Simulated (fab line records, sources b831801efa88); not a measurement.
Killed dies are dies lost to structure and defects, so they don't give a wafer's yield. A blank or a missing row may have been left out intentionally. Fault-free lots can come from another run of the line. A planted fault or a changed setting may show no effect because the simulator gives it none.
Chamber matching || flow sfqLine || SFQ_TRILAYER_I3_CMP_CMP_082 on cmp-02: 4 sister chambers
The step polishes SiO2. 4 wafers are shown with their chamber, then 7 later ones without.

## WAFERS WITH THEIR CHAMBER
{"wafer": "L285.6", "chamber": 0, "motorCurrentA (A)": 9.6}
{"wafer": "L288.4", "chamber": 1, "motorCurrentA (A)": 10.4}
{"wafer": "L288.6", "chamber": 3, "motorCurrentA (A)": 10.1}
{"wafer": "L291.5", "chamber": 2, "motorCurrentA (A)": 9.9}

## WAFERS MISSING THEIR CHAMBER
{"wafer": "L291.6", "motorCurrentA (A)": 10.0}
{"wafer": "L292.1", "motorCurrentA (A)": 9.7}
{"wafer": "L292.3", "motorCurrentA (A)": 9.8}
{"wafer": "L292.6", "motorCurrentA (A)": 9.9}
{"wafer": "L296.2", "motorCurrentA (A)": 8.8}
{"wafer": "L296.4", "motorCurrentA (A)": 9.6}
{"wafer": "L296.5", "motorCurrentA (A)": 10.9}

## THE CHAMBER EACH PASSED THROUGH
{"wafer": "L291.6", "from the rows above": "can't be placed: 2 or 3 or 0 or 1", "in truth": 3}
{"wafer": "L292.1", "from the rows above": "can't be placed: 0 or 2 or 3 or 1", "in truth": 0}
{"wafer": "L292.3", "from the rows above": "can't be placed: 2 or 0 or 3 or 1", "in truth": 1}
{"wafer": "L292.6", "from the rows above": "can't be placed: 2 or 3 or 0 or 1", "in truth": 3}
{"wafer": "L296.2", "from the rows above": "can't be placed: 0 or 2 or 3", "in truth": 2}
{"wafer": "L296.4", "from the rows above": "can't be placed: 0 or 2 or 3", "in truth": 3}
{"wafer": "L296.5", "from the rows above": "can't be placed: 1 or 3 or 2", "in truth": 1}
Placed correctly: 0 of 7. Cannot be placed on the basis of these rows: 7; the candidates contain the true chamber in 7. 0 placed wrongly.
How it was worked out, from the rows above alone: a wafer's distance from a chamber is the root of the sum, over the readings, of the square of ((its reading less the chamber's mean) divided by the reading's scatter). The wafer belongs to the nearest chamber; if the next one is less than 2 further off, it can't be placed. A chamber's mean is the mean of its shown wafers. The scatter: root of mean squared gap, hidden wafer to nearest shown wafer, with one shown wafer a chamber.
